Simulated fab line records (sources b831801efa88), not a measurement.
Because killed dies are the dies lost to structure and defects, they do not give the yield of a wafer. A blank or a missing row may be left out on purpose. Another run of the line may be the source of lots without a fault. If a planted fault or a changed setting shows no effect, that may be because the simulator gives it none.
fab line records	flow gf180mcu
record: lots: 13	wafers: 39	last_day: 34
route steps=602 shown NSD@243 PSD@256
lots with no fault: from the same line, run without faults
start_h: hours from the record's first day to the start of the lot's first wafer shown	wait_h: hours elapsed since this lot's preceding step	" the same as in the row above	L1.1+2: a row that stands for several wafers	- no value, or no start given	* or withheld: withheld	< > ~ a bound
route shown NAME@n: NAME is a module with steps in the file, n the number in the route of the first one	usual: average and standard deviation across the fault-free wafers	same: alike in all rows	chamber/n: place in a boat	sites: readings site by site	_std_site: the standard deviation of these	_edge_site: the outer-site mean with the inner-site mean subtracted	radius_mm: how far each site lies from the wafer's centre	mask NAME#n: copy n	behind: tool/chamber where the wafer was last shaped	hold: cause of the lot's hold/its duration in hours/its outcome	device: which transistor (n, p or np) failed to switch	end of line: tests run on the same wafers once the route is complete	where a step has no rows: the recipe by itself	killed: dies lost to structure and defects at the first sort, not the wafer's yield	map: a wafer's dies, x killed, . not, _ none there
set.NAME: the setting the step ran with; set.NAME@STEP: the setting that earlier step ran with	model.NAME: the simulator's own value behind a step, which no gauge read
route steps across a sampled set of lots; one table per step, one row per wafer
== steps ==
step: GF_NSD_OVL_MEAS_08
usual: NSD_OVL: -0.2/1.3
lot.wafer	tool	chamber	start_h	wait_h	NSD_OVL[nm]
L578.1	overlay-01	-	303.65	0.1	-0.7
L578.2	"	-	"	"	1.2
L578.4	"	-	"	"	-0.4
L580.2	overlay-01	-	314.18	0.1	0.8
L580.4	"	-	"	"	2.1
L580.6	"	-	"	"	-0.5
L581.2	overlay-02	-	323.02	0.1	0.4
L581.3	"	-	"	"	-1.5
L581.6	"	-	"	"	-1.5
L582.1	overlay-02	-	327.33	0.1	-0.8
L582.3	"	-	"	"	-2.6
L582.4	"	-	"	"	0.4
L585.1	overlay-01	-	360.06	0.1	-0.3
L585.4	"	-	"	"	-1.8
L585.5	"	-	"	"	-1.0
L587.2	overlay-01	-	364.00	0.1	0.3
L587.4	"	-	"	"	0.8
L587.5	"	-	"	"	1.8
L589.1	overlay-02	-	389.81	0.1	0.0
L589.5	"	-	"	"	0.5
L589.6	"	-	"	"	-0.9
L590.1	overlay-02	-	396.94	0.1	-0.1
L590.3	"	-	"	"	-2.2
L590.5	"	-	"	"	-2.4
L591.2	overlay-02	-	406.08	0.1	-0.9
L591.5	"	-	"	"	-0.4
L591.6	"	-	"	"	-1.8
L593.1	overlay-01	-	420.68	0.1	0.1
L593.5	"	-	"	"	1.7
L593.6	"	-	"	"	-0.9
L594.2	overlay-01	-	430.77	0.1	-1.7
L594.5	"	-	"	"	-1.1
L594.6	"	-	"	"	0.0
L600.2	overlay-02	-	481.51	0.1	-1.4
L600.5	"	-	"	"	-0.6
L600.6	"	-	"	"	-2.7
L601.1	overlay-02	-	492.79	0.1	-0.7
L601.2	"	-	"	"	1.4
L601.3	"	-	"	"	1.3
step: GF_NSD_TW_MEAS_12
usual: NSD_TW: 4208/30
lot.wafer	tool	chamber	start_h	wait_h	NSD_TW
L578.1	film_metro-02	-	304.08	0.1	4225
L578.2	"	-	"	"	4210
L578.4	"	-	"	"	4204
L580.2	film_metro-04	-	314.66	0.1	4183
L580.4	"	-	"	"	4199
L580.6	"	-	"	"	4174
L581.2	film_metro-03	-	323.46	0.1	4229
L581.3	"	-	"	"	4195
L581.6	"	-	"	"	4219
L582.1	film_metro-04	-	327.76	0.1	4193
L582.3	"	-	"	"	4210
L582.4	"	-	"	"	4181
L585.1	film_metro-04	-	360.50	0.1	4226
L585.4	"	-	"	"	4220
L585.5	"	-	"	"	4201
L587.2	film_metro-02	-	364.44	0.1	4252
L587.4	"	-	"	"	4233
L587.5	"	-	"	"	4248
L589.1	film_metro-03	-	390.25	0.1	4180
L589.5	"	-	"	"	4194
L589.6	"	-	"	"	4195
L590.1	film_metro-04	-	397.38	0.1	4203
L590.3	"	-	"	"	4202
L590.5	"	-	"	"	4219
L591.2	film_metro-04	-	406.52	0.1	4190
L591.5	"	-	"	"	4190
L591.6	"	-	"	"	4172
L593.1	film_metro-02	-	421.11	0.1	4272
L593.5	"	-	"	"	4296
L593.6	"	-	"	"	4281
L594.2	film_metro-02	-	431.21	0.1	4266
L594.5	"	-	"	"	4265
L594.6	"	-	"	"	4256
L600.2	film_metro-02	-	481.95	0.1	4260
L600.5	"	-	"	"	4240
L600.6	"	-	"	"	4246
L601.1	film_metro-04	-	493.23	0.1	4214
L601.2	"	-	"	"	4240
L601.3	"	-	"	"	4215
step: GF_PSD_OVL_MEAS_08
usual: PSD_OVL: -0.4/1.5
lot.wafer	tool	chamber	start_h	wait_h	PSD_OVL[nm]
L578.1	overlay-01	-	323.80	0.1	0.9
L578.2	"	-	"	"	2.0
L578.4	"	-	"	"	-0.2
L580.2	overlay-02	-	335.30	0.1	-1.6
L580.4	"	-	"	"	-1.1
L580.6	"	-	"	"	-0.4
L581.2	overlay-01	-	344.53	0.1	0.4
L581.3	"	-	"	"	0.0
L581.6	"	-	"	"	-1.4
L582.1	overlay-01	-	348.68	0.1	0.7
L582.3	"	-	"	"	1.3
L582.4	"	-	"	"	0.4
L585.1	overlay-01	-	383.00	0.1	2.3
L585.4	"	-	"	"	0.6
L585.5	"	-	"	"	0.6
L587.2	overlay-02	-	387.48	0.1	-1.7
L587.4	"	-	"	"	-0.9
L587.5	"	-	"	"	-1.8
L589.1	overlay-01	-	413.63	0.1	0.3
L589.5	"	-	"	"	1.8
L589.6	"	-	"	"	0.4
L590.1	overlay-02	-	421.11	0.1	-0.5
L590.3	"	-	"	"	-2.7
L590.5	"	-	"	"	-2.2
L591.2	overlay-01	-	430.25	0.1	0.9
L591.5	"	-	"	"	-0.4
L591.6	"	-	"	"	0.4
L593.1	overlay-01	-	445.47	0.1	3.5
L593.5	"	-	"	"	2.6
L593.6	"	-	"	"	3.2
L594.2	overlay-01	-	455.80	0.1	-0.2
L594.5	"	-	"	"	-0.8
L594.6	"	-	"	"	-0.1
L600.2	overlay-02	-	505.10	0.1	-0.9
L600.5	"	-	"	"	-0.5
L600.6	"	-	"	"	-0.5
L601.1	overlay-02	-	516.36	0.1	-3.8
L601.2	"	-	"	"	-3.4
L601.3	"	-	"	"	-1.3
step: GF_PSD_RTA_13
recipe: temp_c: 1025	time_s: 20	ambient: N2
usual: anneal_temp_c_max: 1030.6/0.98	chamber_o2_ppm: 2.000/0.023	lamp_power_pct: 36.6/0.99	wafer_temp_C_max: 1030.3/2.4
lot.wafer	tool	chamber	start_h	wait_h	anneal_temp_c_max	chamber_o2_ppm	lamp_power_pct	wafer_temp_C_max
L578.1	rtp_anneal-02	0	324.20	0.0	1029.8	1.998	37.5	1030.1
L578.2	"	0	"	"	1030.5	2.015	37.5	1029.3
L578.4	"	0	"	"	1032.5	1.981	37.6	1028.2
L580.2	rtp_anneal-02	0	335.71	0.0	1030.6	2.019	37.5	1027.7
L580.4	"	0	"	"	1030.8	2.010	37.5	1029.6
L580.6	"	0	"	"	1031.6	1.960	37.5	1028.0
L581.2	rtp_anneal-01	0	344.94	0.0	1029.2	1.992	35.6	1030.2
L581.3	"	0	"	"	1029.2	2.018	35.5	1032.2
L581.6	"	0	"	"	1030.5	2.037	35.5	1032.7
L582.1	rtp_anneal-02	0	349.07	0.0	1031.4	1.995	37.4	1028.1
L582.3	"	0	"	"	1031.5	1.979	37.5	1027.4
L582.4	"	0	"	"	1032.1	2.004	37.5	1027.7
L585.1	rtp_anneal-01	0	383.39	0.0	1029.9	2.031	35.5	1033.8
L585.4	"	0	"	"	1030.3	2.047	35.5	1031.5
L585.5	"	0	"	"	1029.1	2.039	35.5	1032.4
L587.2	rtp_anneal-01	0	387.89	0.0	1029.7	2.014	35.4	1031.2
L587.4	"	0	"	"	1030.7	2.035	35.5	1030.7
L587.5	"	0	"	"	1029.9	2.006	35.5	1032.3
L589.1	rtp_anneal-02	0	414.02	0.0	1029.8	2.002	37.4	1029.1
L589.5	"	0	"	"	1031.4	2.037	37.5	1028.9
L589.6	"	0	"	"	1033.1	2.037	37.5	1028.7
L590.1	rtp_anneal-01	0	421.51	0.0	1030.0	1.987	35.6	1033.1
L590.3	"	0	"	"	1028.1	1.958	35.5	1034.3
L590.5	"	0	"	"	1030.3	2.026	35.5	1031.9
L591.2	rtp_anneal-01	0	430.65	0.0	1029.1	1.987	35.5	1036.4
L591.5	"	0	"	"	1030.4	2.012	35.5	1031.8
L591.6	"	0	"	"	1030.1	2.003	35.5	1031.5
L593.1	rtp_anneal-01	0	445.87	0.0	1029.2	2.011	35.5	1030.6
L593.5	"	0	"	"	1029.2	2.007	35.5	1031.4
L593.6	"	0	"	"	1029.2	2.021	35.5	1032.7
L594.2	rtp_anneal-01	0	456.20	0.0	1030.5	1.963	35.5	1033.5
L594.5	"	0	"	"	1030.8	1.976	35.5	1033.2
L594.6	"	0	"	"	1030.9	1.970	35.5	1032.2
L600.2	rtp_anneal-02	0	505.52	0.0	1032.7	2.015	37.6	1027.4
L600.5	"	0	"	"	1030.0	2.011	37.5	1027.5
L600.6	"	0	"	"	1030.5	1.992	37.5	1028.3
L601.1	rtp_anneal-02	0	516.75	0.0	1031.4	2.022	37.5	1028.7
L601.2	"	0	"	"	1029.3	1.991	37.5	1028.0
L601.3	"	0	"	"	1033.7	1.999	37.5	1028.4
step: GF_PSD_RS_MEAS_14
recipe: thk_meas_gauge: four-point-probe
usual: NSD_RS: 46.13/0.094
lot.wafer	tool	chamber	start_h	wait_h	NSD_RS[ohm/sq]
L578.1	film_metro-04	-	324.28	0.1	46.04
L578.2	"	-	"	"	46.07
L578.4	"	-	"	"	45.90
L580.2	film_metro-03	-	335.80	0.1	46.14
L580.4	"	-	"	"	46.13
L580.6	"	-	"	"	46.11
L581.2	film_metro-04	-	345.03	0.1	45.95
L581.3	"	-	"	"	46.17
L581.6	"	-	"	"	46.00
L582.1	film_metro-04	-	349.16	0.1	46.12
L582.3	"	-	"	"	46.10
L582.4	"	-	"	"	46.04
L585.1	film_metro-02	-	383.47	0.1	46.18
L585.4	"	-	"	"	46.15
L585.5	"	-	"	"	46.20
L587.2	film_metro-04	-	387.98	0.1	46.12
L587.4	"	-	"	"	46.12
L587.5	"	-	"	"	46.08
L589.1	film_metro-04	-	414.10	0.1	46.07
L589.5	"	-	"	"	46.09
L589.6	"	-	"	"	46.04
L590.1	film_metro-03	-	421.59	0.1	46.28
L590.3	"	-	"	"	46.27
L590.5	"	-	"	"	46.26
L591.2	film_metro-04	-	430.74	0.1	46.15
L591.5	"	-	"	"	46.21
L591.6	"	-	"	"	46.22
L593.1	film_metro-02	-	445.95	0.1	42.60
L593.5	"	-	"	"	42.67
L593.6	"	-	"	"	42.78
L594.2	film_metro-02	-	456.29	0.1	42.53
L594.5	"	-	"	"	42.52
L594.6	"	-	"	"	42.52
L600.2	film_metro-04	-	505.61	0.1	46.21
L600.5	"	-	"	"	46.15
L600.6	"	-	"	"	46.20
L601.1	film_metro-02	-	516.84	0.1	46.26
L601.2	"	-	"	"	46.21
L601.3	"	-	"	"	46.21
step: GF_PSD_RS_MEAS_15
recipe: thk_meas_gauge: four-point-probe
usual: PSD_RS: 108.55/0.28
lot.wafer	tool	chamber	start_h	wait_h	PSD_RS[ohm/sq]
L578.1	film_metro-04	-	324.40	0.1	108.60
L578.2	"	-	"	"	108.40
L578.4	"	-	"	"	108.61
L580.2	film_metro-03	-	335.92	0.1	109.20
L580.4	"	-	"	"	108.92
L580.6	"	-	"	"	108.87
L581.2	film_metro-04	-	345.15	0.1	108.20
L581.3	"	-	"	"	108.34
L581.6	"	-	"	"	108.19
L582.1	film_metro-04	-	349.28	0.1	108.50
L582.3	"	-	"	"	108.36
L582.4	"	-	"	"	108.20
L585.1	film_metro-02	-	383.59	0.1	108.71
L585.4	"	-	"	"	108.87
L585.5	"	-	"	"	109.13
L587.2	film_metro-04	-	388.10	0.1	108.71
L587.4	"	-	"	"	108.19
L587.5	"	-	"	"	108.34
L589.1	film_metro-04	-	414.22	0.1	108.07
L589.5	"	-	"	"	108.20
L589.6	"	-	"	"	108.20
L590.1	film_metro-03	-	421.71	0.1	108.81
L590.3	"	-	"	"	108.95
L590.5	"	-	"	"	108.68
L591.2	film_metro-04	-	430.86	0.1	108.75
L591.5	"	-	"	"	108.66
L591.6	"	-	"	"	108.82
L593.1	film_metro-02	-	446.07	0.1	98.59
L593.5	"	-	"	"	98.38
L593.6	"	-	"	"	99.02
L594.2	film_metro-02	-	456.41	0.1	98.39
L594.5	"	-	"	"	98.44
L594.6	"	-	"	"	98.58
L600.2	film_metro-04	-	505.73	0.1	108.67
L600.5	"	-	"	"	108.73
L600.6	"	-	"	"	108.97
L601.1	film_metro-02	-	516.96	0.1	108.64
L601.2	"	-	"	"	108.72
L601.3	"	-	"	"	108.71
== key ==
first_sign: step: GF_PSD_RS_MEAS_14	reading: NSD_RS	direction: down	sigmas: 38	usual: 46.13	struck: 42.60
effect: step: GF_PSD_RS_MEAS_15	reading: PSD_RS	direction: down	sigmas: 35	usual: 108.55	struck: 98.57
met_at GF_PSD_RTA_13
struck_lots L593,L594
tester_left_out L593,L594
not_acting_at GF_NSD_OVL_MEAS_08,GF_NSD_TW_MEAS_12,GF_PSD_OVL_MEAS_08
onset_between 430.65 445.87
fault: kind: process_parameter_drift	tool: rtp_anneal-01	chamber: -	onset_h: 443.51	steps: GF_PSD_RTA_13	channel: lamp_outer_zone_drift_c	offset: 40	shape: step	end_h: 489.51
tester_left_out: of these lots the tester's yield and bins aren't shown, on N5 and GAA mostly nor the transistor test; their killed dies are dies lost to structure and defects alone, not to doping, threshold or leakage, so they don't give the yield
